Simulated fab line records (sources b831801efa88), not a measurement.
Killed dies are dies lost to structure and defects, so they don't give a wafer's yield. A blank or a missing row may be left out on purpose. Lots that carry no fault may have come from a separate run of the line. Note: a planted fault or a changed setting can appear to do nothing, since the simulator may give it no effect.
fab line records	flow gf180mcu
record: lots: 12	wafers: 36	last-day: 33
route steps=602 shown DNWELL@36 CONTACT@305 V2@387
lots that met no fault: taken from a fault-free run of the same line
start-h: hours from the record's first day to the start of the lot's first wafer shown	wait-h: hours elapsed since this lot's preceding step	" the same as in the row above	L1.1+2: a single row standing in for several wafers	- no value present, or no start provided	* or withheld: withheld	< > ~ a bound
route shown NAME@n: NAME is a module with steps in the file, n the number in the route of the first one	usual: the fault-free wafers' mean and standard deviation	same: alike in all rows	chamber/n: place in a boat	sites: per-site readings	_std_site: the standard deviation of these	_edge_site: inner sites' mean taken away from outer sites' mean	radius-mm: for every site, how far away it sits from the centre of the wafer	mask NAME#n: copy n	behind: the most recent tool/chamber to have shaped the wafer	hold: the reason the lot was held/the length of the hold in hours/how it ended	device: the transistor (n, p or np) that didn't switch	end of line: tests of these same wafers at the route's end	where a step has no rows: the recipe by itself	killed: count of dies lost to structure and defects at first sort (not the wafer's yield)	map: shows each die of a wafer: x if killed, . if not, _ if none is there
set.NAME: setting as actually run; set.NAME@STEP: the setting as run at that earlier step	model.NAME: the simulator's own value behind a step, which no gauge read
route steps across a sampled set of lots; one table per step, one row per wafer
services: from which hour (start-h, from the record's first day; less than 0 if before it) a tool's chamber was out of use, for how many hours, and why
== steps ==
step: GF_DNWELL_EXPOSE_04
recipe: mask-id: DNWELL	target-cd-nm: 1700	na: 0.6	source-shape: conventional	sigma-outer: 0.6	dose-mj: 260
usual: stage-vel-mm-s: 500.04/0.26
lot.wafer	tool	chamber	start-h	wait-h	mask	stage-vel-mm-s
L923.1	iline-stepper-01	0	46.42	-	DNWELL#0	499.79
L923.4	"	0	"	"	DNWELL#0	499.99
L923.5	"	0	"	"	DNWELL#0	499.99
L926.2	iline-stepper-01	0	64.39	-	Nwell#0	499.96
L926.3	"	0	"	"	Nwell#0	500.68
L926.4	"	0	"	"	Nwell#0	500.00
L930.1	iline-stepper-02	0	83.99	-	DNWELL#0	499.96
L930.2	"	0	"	"	DNWELL#0	499.77
L930.6	"	0	"	"	DNWELL#0	499.81
L931.3	iline-stepper-02	0	92.98	-	DNWELL#0	500.16
L931.4	"	0	"	"	DNWELL#0	500.14
L931.6	"	0	"	"	DNWELL#0	499.99
L932.2	iline-stepper-01	0	96.18	-	DNWELL#0	499.64
L932.3	"	0	"	"	DNWELL#0	499.79
L932.6	"	0	"	"	DNWELL#0	499.73
L933.2	iline-stepper-01	0	100.93	-	DNWELL#0	500.17
L933.5	"	0	"	"	DNWELL#0	499.94
L933.6	"	0	"	"	DNWELL#0	500.03
L935.1	iline-stepper-02	0	109.41	-	DNWELL#0	500.48
L935.3	"	0	"	"	DNWELL#0	500.45
L935.5	"	0	"	"	DNWELL#0	500.51
L936.2	iline-stepper-02	0	115.41	-	DNWELL#0	499.59
L936.4	"	0	"	"	DNWELL#0	500.23
L936.6	"	0	"	"	DNWELL#0	500.01
L937.1	iline-stepper-02	0	119.69	-	DNWELL#0	499.77
L937.4	"	0	"	"	DNWELL#0	499.93
L937.6	"	0	"	"	DNWELL#0	499.73
L938.1	iline-stepper-01	0	125.18	-	DNWELL#0	499.94
L938.4	"	0	"	"	DNWELL#0	499.90
L938.5	"	0	"	"	DNWELL#0	500.16
L939.2	iline-stepper-01	0	130.41	-	DNWELL#0	500.24
L939.3	"	0	"	"	DNWELL#0	500.11
L939.4	"	0	"	"	DNWELL#0	499.83
L940.1	iline-stepper-01	0	137.76	-	DNWELL#0	500.27
L940.2	"	0	"	"	DNWELL#0	499.82
L940.6	"	0	"	"	DNWELL#0	499.72
step: GF_DNWELL_TW_MEAS_09
usual: DNWELL_TW: 1347/11
lot.wafer	tool	chamber	start-h	wait-h	hold	DNWELL_TW
L923.1	film-metro-03	-	53.19	0.1	-	1357
L923.4	"	-	"	"	-	1361
L923.5	"	-	"	"	-	1353
L926.2	film-metro-01	-	70.75	0.1	await-dispo/0.2h/release	30
L926.3	"	-	"	"	await-dispo/0.2h/release	30
L926.4	"	-	"	"	await-dispo/0.2h/release	31
L926.2	film-metro-01	-	70.98	0.2	-	30
L926.3	"	-	"	"	-	30
L926.4	"	-	"	"	-	30
L930.1	film-metro-04	-	90.79	0.1	-	1355
L930.2	"	-	"	"	-	1349
L930.6	"	-	"	"	-	1360
L931.3	film-metro-03	-	100.46	0.1	-	1362
L931.4	"	-	"	"	-	1360
L931.6	"	-	"	"	-	1353
L932.2	film-metro-01	-	103.40	0.1	-	1340
L932.3	"	-	"	"	-	1339
L932.6	"	-	"	"	-	1329
L933.2	film-metro-01	-	107.85	0.1	-	1336
L933.5	"	-	"	"	-	1332
L933.6	"	-	"	"	-	1340
L935.1	film-metro-01	-	116.99	0.1	-	1347
L935.3	"	-	"	"	-	1335
L935.5	"	-	"	"	-	1340
L936.2	film-metro-04	-	123.10	0.1	-	1340
L936.4	"	-	"	"	-	1341
L936.6	"	-	"	"	-	1345
L937.1	film-metro-01	-	127.46	0.1	-	1350
L937.4	"	-	"	"	-	1345
L937.6	"	-	"	"	-	1348
L938.1	film-metro-01	-	133.31	0.1	-	1335
L938.4	"	-	"	"	-	1338
L938.5	"	-	"	"	-	1340
L939.2	film-metro-01	-	138.20	0.1	-	1338
L939.3	"	-	"	"	-	1336
L939.4	"	-	"	"	-	1336
L940.1	film-metro-03	-	144.84	0.1	-	1353
L940.2	"	-	"	"	-	1356
L940.6	"	-	"	"	-	1354
step: GF_CONTACT_STRIP_18
recipe: chemistry: O2/N2	power-w: 1400	pressure-mtorr: 1500	platen-temp-c: 250	o2-flow-sccm: 3000	n2-flow-sccm: 300	overash-fraction: 0.5
usual: chamber-pressure-mTorr: 1500.2/1.3	drypump-motor-current-A: 5.93/0.18	heater-power-w: 334/17	oes-product-au: 0.580/0.0046
lot.wafer	tool	chamber	start-h	wait-h	chamber-pressure-mTorr	drypump-motor-current-A	heater-power-w	oes-product-au	rf-hours-counter-h
L923.1	plasma-asher-03	1	378.51	-	1499.8	6.19	342	0.585	75
L923.4	"	1	"	"	1500.1	6.17	345	0.583	-
L923.5	"	1	"	"	1500.3	6.19	342	0.590	-
L930.1	plasma-asher-03	0	442.41	-	1498.9	5.79	320	0.580	82
L930.2	"	1	"	"	1500.4	6.17	331	0.580	82
L930.6	"	1	"	"	1499.7	6.20	327	0.573	-
L931.3	plasma-asher-03	0	459.89	-	1500.9	5.80	326	0.582	-
L931.4	"	1	"	"	1500.6	6.22	331	0.580	-
L931.6	"	1	"	"	1499.0	6.19	332	0.583	-
L932.2	plasma-asher-01	1	465.34	-	1498.9	5.99	365	0.580	38
L932.3	"	0	"	"	1501.2	5.79	320	0.575	-
L932.6	"	1	"	"	1500.8	5.99	355	0.580	-
L933.2	plasma-asher-01	1	469.51	-	1498.4	6.06	360	0.580	38
L933.5	"	0	"	"	1502.4	5.80	322	0.584	-
L933.6	"	1	"	"	1500.2	5.98	363	0.581	-
L935.1	plasma-asher-03	0	485.07	-	1500.0	5.83	324	0.573	87
L935.3	"	0	"	"	1498.7	5.87	328	0.583	-
L935.5	"	0	"	"	1499.5	5.88	325	0.580	-
L936.2	plasma-asher-01	0	494.85	-	1501.5	5.77	319	0.581	41
L936.4	"	1	"	"	1501.9	6.01	355	0.582	-
L936.6	"	1	"	"	1499.1	5.97	364	0.579	-
L937.1	plasma-asher-03	0	500.96	-	1499.5	5.81	326	0.584	88
L937.4	"	0	"	"	1501.4	5.84	320	0.583	-
L937.6	"	1	"	"	1500.5	6.22	333	0.578	-
L938.1	plasma-asher-03	0	507.65	-	1498.5	5.84	321	0.582	89
L938.4	"	0	"	"	1500.9	5.85	324	0.580	-
L938.5	"	0	"	"	1500.7	5.86	326	0.580	-
L939.2	plasma-asher-02	1	518.41	-	1498.2	6.07	306	0.575	71
L939.3	"	0	"	"	1500.0	5.61	351	0.585	-
L939.4	"	1	"	"	1500.1	6.06	318	0.587	-
L940.1	plasma-asher-01	0	529.57	-	1499.9	5.81	320	0.579	44
L940.2	"	1	"	"	1497.6	5.97	368	0.583	44
L940.6	"	0	"	"	1498.4	5.80	326	0.580	-
step: GF_V2_BOW_MEAS_05
recipe: mode: bow
usual: V2_BOW: 100/8.4
lot.wafer	tool	chamber	start-h	wait-h	V2_BOW[um]
L923.1	film-metro-03	-	454.33	0.1	100
L923.4	"	-	"	"	100
L923.5	"	-	"	"	105
L930.1	film-metro-02	-	519.89	0.1	101
L930.2	"	-	"	"	105
L930.6	"	-	"	"	109
L931.3	film-metro-04	-	538.08	0.1	104
L931.4	"	-	"	"	95
L931.6	"	-	"	"	99
L932.2	film-metro-03	-	541.80	0.2	98
L932.3	"	-	"	"	105
L932.6	"	-	"	"	113
L933.2	film-metro-03	-	544.94	0.3	90
L933.5	"	-	"	"	103
L933.6	"	-	"	"	101
L935.1	film-metro-04	-	560.46	0.1	88
L935.3	"	-	"	"	101
L935.5	"	-	"	"	96
L936.2	film-metro-04	-	569.14	0.2	107
L936.4	"	-	"	"	105
L936.6	"	-	"	"	105
L937.1	film-metro-04	-	573.50	0.2	91
L937.4	"	-	"	"	76
L937.6	"	-	"	"	103
L938.1	film-metro-02	-	579.08	0.2	118
L938.4	"	-	"	"	120
L938.5	"	-	"	"	105
L939.2	film-metro-03	-	589.69	0.3	104
L939.3	"	-	"	"	105
L939.4	"	-	"	"	109
L940.1	film-metro-04	-	600.78	0.2	119
L940.2	"	-	"	"	107
L940.6	"	-	"	"	99
step: GF_V2_OVL_MEAS_15
usual: V2_OVL: -1/5.9
lot.wafer	tool	chamber	start-h	wait-h	V2_OVL[nm]
L923.1	overlay-01	-	478.21	0.1	9
L923.4	"	-	"	"	-3
L923.5	"	-	"	"	5
L930.1	overlay-02	-	542.36	0.1	-7
L930.2	"	-	"	"	-2
L930.6	"	-	"	"	6
L931.3	overlay-01	-	560.78	0.1	1
L931.4	"	-	"	"	-5
L931.6	"	-	"	"	0
L932.2	overlay-01	-	563.87	0.1	7
L932.3	"	-	"	"	-6
L932.6	"	-	"	"	0
L933.2	overlay-01	-	567.42	0.1	1
L933.5	"	-	"	"	-7
L933.6	"	-	"	"	6
L935.1	overlay-02	-	582.11	0.1	-7
L935.3	"	-	"	"	-8
L935.5	"	-	"	"	-3
L936.2	overlay-02	-	591.56	0.1	4
L936.4	"	-	"	"	2
L936.6	"	-	"	"	1
L937.1	overlay-02	-	594.36	0.1	-5
L937.4	"	-	"	"	-1
L937.6	"	-	"	"	-2
L938.1	overlay-02	-	600.85	0.1	4
L938.4	"	-	"	"	-3
L938.5	"	-	"	"	9
L939.2	overlay-02	-	610.97	0.1	4
L939.3	"	-	"	"	0
L939.4	"	-	"	"	0
L940.1	overlay-01	-	621.01	0.1	-11
L940.2	"	-	"	"	2
L940.6	"	-	"	"	-9
== services ==
tool	chamber	start-h	hours	kind
plasma-asher-03	-	39.64	14.6	pm
plasma-asher-01	-	40.61	3.4	repair
iline-stepper-01	-	56.02	5.8	repair
plasma-asher-03	-	64.48	2.8	pm
iline-stepper-02	-	66.37	4.4	pm
plasma-asher-01	-	72.99	2.8	pm
iline-stepper-02	-	94.08	2.1	pm
iline-stepper-02	-	97.91	0.8	pm
plasma-asher-01	-	108.75	9.0	pm
plasma-asher-01	-	109.99	6.4	repair
iline-stepper-01	-	150.84	1.7	pm
iline-stepper-02	-	206.18	1.7	pm
iline-stepper-01	-	217.74	7.4	repair
iline-stepper-01	-	263.37	2.3	repair
iline-stepper-02	-	263.86	8.5	repair
plasma-asher-03	-	293.37	0.3	repair
plasma-asher-01	-	303.92	0.5	repair
plasma-asher-03	-	355.53	1.5	repair
iline-stepper-01	-	369.02	1.7	pm
iline-stepper-02	-	424.36	1.7	pm
iline-stepper-01	-	430.20	8.9	pm
plasma-asher-03	-	430.27	4.6	repair
iline-stepper-01	-	452.21	4.4	pm
iline-stepper-02	-	529.32	0.6	repair
== key ==
first-sign: step: GF_DNWELL_EXPOSE_04	reading: mask	direction: changed
effect: step: GF_DNWELL_TW_MEAS_09	reading: visit	direction: added
effect: step: GF_DNWELL_TW_MEAS_09	reading: DNWELL_TW	direction: down	sigmas: 99+	usual: 1347	struck: 30
met-at GF_DNWELL_EXPOSE_04
struck-lots L926
scrapped-behind GF_DNWELL_TW_MEAS_09 L926.2,L926.3,L926.4
not-acting-at GF_CONTACT_STRIP_18,GF_V2_BOW_MEAS_05,GF_V2_OVL_MEAS_15
onset-between 46.42 64.39
fault: kind: wrong-mask	tool: any	chamber: -	onset-h: 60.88	steps: GF_DNWELL_EXPOSE_04	aux-copy: Nwell#0	scope: struck-lots-only
